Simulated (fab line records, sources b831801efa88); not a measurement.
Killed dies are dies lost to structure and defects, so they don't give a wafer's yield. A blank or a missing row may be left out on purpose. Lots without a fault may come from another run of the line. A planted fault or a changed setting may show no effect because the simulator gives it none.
fab line records | flow sky130
record lots=12 wafers=35 last_day=50
route steps=708 shown SD_P@359 LOCAL_INTERCONNECT@389 CONTACT@408
lots that met no fault: from a run of the same line without faults
start_h: hours from the record's first day to the start of the lot's first wafer shown | wait_h: hours since the lot's step before | " the same as in the row above | L1.1+2: a row that stands for several wafers | - no value, or no start given | * or withheld: withheld | < > ~ a bound
route shown NAME@n: a module of which the file shows steps, and the number in the route of the first | usual: mean/standard deviation of fault-free wafers | same: alike in all rows | chamber/n: place in a boat | sites: the reading at each site | _std_site: their standard deviation | _edge_site: outer sites' mean less inner sites' | radius_mm: how far each site lies from the wafer's centre | mask NAME#n: copy n | behind: the tool/chamber that last shaped the wafer | hold: why the lot was held/for how many hours/how that ended | device: the transistor (n, p or np) that didn't switch | end of line: the same wafers' tests at the end of the route | a step without rows: its recipe alone | killed: dies lost to structure and defects at the first sort, not the wafer's yield | map: a wafer's dies, x killed, . not, _ none there
set.NAME: the setting as run; set.NAME@STEP: as run at that earlier step | model.NAME: the simulator's own value behind a step, which no gauge read
steps of the route over a sample of lots; a table a step, a row a wafer
services: from which hour (start_h, from the record's first day; less than 0 if before it) a tool's chamber was out of use, for how many hours, and why
## steps
# step SKY_SD_N_RS_MEAS_17
# recipe thk_meas_gauge=four-point-probe
# usual SD_P_RS=147.2/0.31
# columns lot.wafer tool chamber start_h wait_h SD_P_RS[ohm/sq]
L336.2 film_metro-03 - 662.14 0.1 147.2
L336.3 " - " " 146.7
L336.5 " - " " 146.6
L337.1 film_metro-03 - 671.80 0.1 147.4
L337.4 " - " " 147.4
L337.5 " - " " 147.2
L338.1 film_metro-02 - 676.05 0.1 147.0
L338.2 " - " " 147.4
L338.5 " - " " 147.2
L340.2 film_metro-02 - 707.44 0.1 147.1
L340.3 " - " " 147.1
L340.6 " - " " 146.9
L341.1 film_metro-03 - 710.08 0.1 147.0
L341.4 " - " " 147.0
L341.6 " - " " 147.1
L342.3 film_metro-04 - 714.07 0.1 147.4
L342.5 " - " " 147.6
L342.6 " - " " 147.2
L343.1 film_metro-04 - 739.43 0.1 147.7
L343.2 " - " " 147.6
L343.5 " - " " 147.8
L345.1 film_metro-02 - 762.60 0.1 147.0
L345.2 " - " " 147.1
L345.3 " - " " 147.3
L347.1 film_metro-04 - 763.16 0.1 147.3
L347.4 " - " " 147.7
L348.1 film_metro-03 - 765.28 0.1 147.0
L348.2 " - " " 146.9
L348.5 " - " " 147.3
L356.3 film_metro-04 - 825.83 0.1 147.3
L356.4 " - " " 147.8
L356.5 " - " " 147.6
L355.3 film_metro-04 - 826.89 0.1 147.8
L355.4 " - " " 147.3
L355.5 " - " " 147.1
# step SKY_LOCAL_INTERCONNECT_THK_MEAS_02
# recipe thk_meas_gauge=xrf reads=TiN_of_LOCAL_INTERCONNECT_SPUTTER_00
# usual LOCAL_INTERCONNECT_TIN_THK=99.1/1.1
# columns lot.wafer tool chamber start_h wait_h LOCAL_INTERCONNECT_TIN_THK[nm]
L336.2 film_metro-01 - 692.57 0.1 101.0
L336.3 " - " " 99.1
L336.5 " - " " 100.7
L337.1 film_metro-04 - 702.95 0.1 100.0
L337.4 " - " " 100.5
L337.5 " - " " 100.8
L338.1 film_metro-01 - 706.84 0.1 100.0
L338.2 " - " " 100.7
L338.5 " - " " 100.8
L340.2 film_metro-04 - 737.03 0.1 99.1
L340.3 " - " " 98.1
L340.6 " - " " 99.0
L341.1 film_metro-02 - 739.92 0.1 97.8
L341.4 " - " " 97.4
L341.6 " - " " 99.1
L342.3 film_metro-01 - 743.64 0.1 99.6
L342.5 " - " " 98.3
L342.6 " - " " 101.3
L343.1 film_metro-01 - 768.84 0.1 100.0
L343.2 " - " " 98.2
L343.5 " - " " 99.6
L345.1 film_metro-01 - 792.25 0.1 97.3
L345.2 " - " " 96.5
L345.3 " - " " 97.1
L347.1 film_metro-02 - 792.60 0.1 98.8
L347.4 " - " " 98.7
L348.1 film_metro-01 - 794.67 0.1 99.1
L348.2 " - " " 98.8
L348.5 " - " " 99.8
L356.3 film_metro-01 - 853.93 0.1 99.4
L356.4 " - " " 101.9
L356.5 " - " " 101.3
L355.3 film_metro-04 - 855.17 0.1 98.1
L355.4 " - " " 98.6
L355.5 " - " " 97.7
# step SKY_CONTACT_HDPCVD_02
# recipe material=SiO2 target_thk_nm=565 sigma_open_frac=0.3 time_s=94.2 temp_c=600 sih4_flow_sccm=60 pressure_mtorr=6
# usual pressure_mtorr=6.000/0.011 run_length_s=122.2/0.57
# columns lot.wafer tool chamber start_h wait_h pressure_mtorr run_length_s
L336.2 hdpcvd-01 2 720.99 0.0 5.997 122.1
L336.3 " 0 " " 6.016 122.4
L336.5 " 0 " " 5.997 122.9
L337.1 hdpcvd-02 0 731.62 0.1 6.007 122.8
L337.4 " 2 " " 5.994 122.3
L337.5 " 1 " " 5.979 121.4
L338.1 hdpcvd-02 2 735.40 0.1 6.004 122.1
L338.2 " 1 " " 6.003 121.6
L338.5 " 1 " " 5.995 121.9
L340.2 hdpcvd-02 0 764.98 0.0 5.999 122.7
L340.3 " 2 " " 6.004 122.3
L340.6 " 0 " " 6.012 122.9
L341.1 hdpcvd-02 1 767.34 0.1 5.988 121.8
L341.4 " 2 " " 5.999 122.2
L341.6 " 1 " " 6.011 121.7
L342.3 hdpcvd-02 2 771.95 0.0 5.989 122.8
L342.5 " 0 " " 5.998 122.9
L342.6 " 2 " " 5.990 122.0
L343.1 hdpcvd-02 0 796.68 0.1 6.014 122.6
L343.2 " 2 " " 5.978 122.9
L343.5 " 2 " " 5.987 122.1
L345.1 hdpcvd-02 1 819.36 0.1 6.009 126.8
L345.2 " 2 " " 5.994 122.7
L345.3 " 0 " " 6.016 123.0
L347.1 hdpcvd-01 0 820.09 0.1 5.986 122.4
L347.4 " 1 " " 5.993 121.8
L348.1 hdpcvd-01 1 822.14 0.1 5.998 122.5
L348.2 " 0 " " 6.003 122.6
L348.5 " 0 " " 5.998 122.4
L356.3 hdpcvd-01 2 880.75 0.1 6.005 122.0
L356.4 " 1 " " 6.006 121.8
L356.5 " 1 " " 5.975 121.8
L355.3 hdpcvd-01 2 881.46 0.1 5.994 122.3
L355.4 " 1 " " 5.999 121.9
L355.5 " 1 " " 6.013 122.2
# step SKY_CONTACT_THK_MEAS_03
# recipe reads=SiO2_of_CONTACT_HDPCVD_02
# usual CONTACT_HDPCVD_THK=564/6.1
# columns lot.wafer tool chamber start_h wait_h CONTACT_HDPCVD_THK[nm]
L336.2 film_metro-02 - 721.07 0.0 559
L336.3 " - " " 561
L336.5 " - " " 565
L337.1 film_metro-02 - 731.69 0.0 553
L337.4 " - " " 563
L337.5 " - " " 560
L338.1 film_metro-01 - 735.50 0.1 569
L338.2 " - " " 562
L338.5 " - " " 559
L340.2 film_metro-01 - 765.05 0.0 566
L340.3 " - " " 567
L340.6 " - " " 562
L341.1 film_metro-01 - 767.41 0.0 554
L341.4 " - " " 562
L341.6 " - " " 557
L342.3 film_metro-03 - 772.04 0.1 574
L342.5 " - " " 562
L342.6 " - " " 569
L343.1 film_metro-03 - 796.75 0.0 557
L343.2 " - " " 567
L343.5 " - " " 562
L345.1 film_metro-01 - 819.42 0.0 596
L345.2 " - " " 571
L345.3 " - " " 565
L347.1 film_metro-02 - 820.16 0.0 568
L347.4 " - " " 575
L348.1 film_metro-03 - 822.20 0.0 576
L348.2 " - " " 565
L348.5 " - " " 568
L356.3 film_metro-03 - 880.84 0.1 561
L356.4 " - " " 574
L356.5 " - " " 570
L355.3 film_metro-03 - 881.55 0.1 559
L355.4 " - " " 570
L355.5 " - " " 571
# step SKY_CONTACT_CMP_04
# recipe material=SiO2 down_force_psi=4 platen_rpm=60 pad_velocity_m_s=0.94248
# usual motor_current_A=12.6/0.72 time_to_endpoint_s=83/4.4
# columns lot.wafer tool chamber start_h wait_h motor_current_A time_to_endpoint_s
L336.2 cmp-02 3 721.12 0.0 13.1 79
L336.3 " 1 " " 12.2 83
L336.5 " 3 " " 13.0 81
L337.4 cmp-01 2 731.90 0.2 13.3 82
L337.1 " 0 " " 11.8 78
L337.5 " 1 " " 13.3 88
L338.2 cmp-01 3 735.56 0.0 12.1 77
L338.1 " 2 " " 12.9 83
L338.5 " 3 " " 13.8 78
L340.3 cmp-02 3 765.15 0.1 13.5 80
L340.2 " 0 " " 11.8 77
L340.6 " 3 " " 13.7 75
L341.1 cmp-01 2 767.47 0.1 13.0 85
L341.4 " 3 " " 13.4 85
L341.6 " 3 " " 13.1 82
L342.3 cmp-02 2 772.18 0.1 12.8 87
L342.5 " 0 " " 11.5 77
L342.6 " 1 " " 12.3 82
L343.1 cmp-01 3 796.81 0.1 13.6 79
L343.2 " 0 " " 12.4 87
L343.5 " 3 " " 13.6 82
L345.2 cmp-01 3 819.55 0.1 13.1 87
L345.1 " 0 " " 11.8 101
L345.3 " 1 " " 13.0 95
L347.1 cmp-02 2 820.27 0.1 12.7 83
L347.4 " 3 " " 13.4 82
L348.2 cmp-02 2 822.36 0.1 12.7 82
L348.1 " 3 " " 12.9 85
L348.5 " 0 " " 11.2 85
L356.3 cmp-02 2 880.98 0.1 12.8 83
L356.4 " 3 " " 14.1 84
L356.5 " 0 " " 11.1 85
L355.3 cmp-01 2 881.64 0.1 13.2 82
L355.4 " 3 " " 13.9 85
L355.5 " 1 " " 12.9 92
# step SKY_CONTACT_OVL_MEAS_15
# usual CONTACT_OVL=2/5.8
# columns lot.wafer tool chamber start_h wait_h CONTACT_OVL[nm]
L336.2 overlay-02 - 748.65 0.1 -1
L336.3 " - " " 5
L336.5 " - " " 11
L337.1 overlay-02 - 760.23 0.1 2
L337.4 " - " " 9
L337.5 " - " " 2
L338.1 overlay-01 - 762.72 0.1 0
L338.2 " - " " -11
L338.5 " - " " 1
L340.2 overlay-01 - 792.45 0.1 -4
L340.3 " - " " 6
L340.6 " - " " -6
L341.1 overlay-01 - 794.82 0.1 0
L341.4 " - " " 8
L341.6 " - " " 3
L342.3 overlay-02 - 799.55 0.1 0
L342.5 " - " " 5
L342.6 " - " " 4
L343.1 overlay-01 - 823.49 0.1 1
L343.2 " - " " 14
L343.5 " - " " 4
L345.1 overlay-02 - 844.98 0.1 -6
L345.2 " - " " -3
L345.3 " - " " -1
L347.1 overlay-01 - 847.24 0.1 11
L347.4 " - " " 2
L348.1 overlay-02 - 849.27 0.1 -9
L348.2 " - " " 2
L348.5 " - " " -11
L356.3 overlay-02 - 907.28 0.1 6
L356.4 " - " " -7
L356.5 " - " " 4
L355.3 overlay-02 - 907.65 0.1 -1
L355.4 " - " " 5
L355.5 " - " " -1
## services
# columns tool chamber start_h hours kind
cmp-01 - 699.56 1.5 repair
hdpcvd-01 0 707.51 1.8 repair
cmp-02 - 710.48 2.5 repair
cmp-01 - 712.71 0.7 repair
cmp-02 - 723.91 0.3 repair
cmp-02 - 728.31 3.6 pm
hdpcvd-02 0 733.24 30.9 repair
cmp-02 - 747.22 4.0 pm
cmp-02 - 751.22 - consumable_replace:conditioner
cmp-02 - 751.22 - consumable_replace:pad
cmp-02 - 752.79 2.1 repair
hdpcvd-02 - 779.89 14.6 pm
cmp-02 - 790.23 0.8 repair
hdpcvd-01 - 794.49 5.5 pm
hdpcvd-01 - 819.27 0.5 repair
hdpcvd-01 1 838.42 3.5 repair
hdpcvd-01 - 841.32 4.4 repair
cmp-01 - 854.48 3.1 repair
cmp-01 - 858.35 5.7 pm
hdpcvd-01 0 878.33 4.8 repair
## key
first_sign step=SKY_CONTACT_HDPCVD_02 reading=run_length_s direction=up sigmas=8.1 usual=* struck=*
effect step=SKY_CONTACT_THK_MEAS_03 reading=CONTACT_HDPCVD_THK direction=up sigmas=5.1 usual=564 struck=596
effect step=SKY_CONTACT_CMP_04 reading=time_to_endpoint_s direction=up sigmas=4.1 usual=* struck=*
met_at SKY_CONTACT_HDPCVD_02
struck_lots L345
struck_wafers L345.1
tester_left_out L345
not_acting_at SKY_SD_N_RS_MEAS_17,SKY_LOCAL_INTERCONNECT_THK_MEAS_02,SKY_CONTACT_OVL_MEAS_15
onset_between 767.34 819.36
fault kind=process_parameter_drift tool=hdpcvd-02 chamber=1 onset_h=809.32 steps=SKY_CONTACT_HDPCVD_02 channel=time_s offset=* shape=step end_h=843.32 acts_in=* stated=*
# tester_left_out: of these lots the tester's yield and bins aren't shown, on N5 and GAA mostly nor the transistor test; their killed dies are dies lost to structure and defects alone, not to doping, threshold or leakage, so they don't give the yield
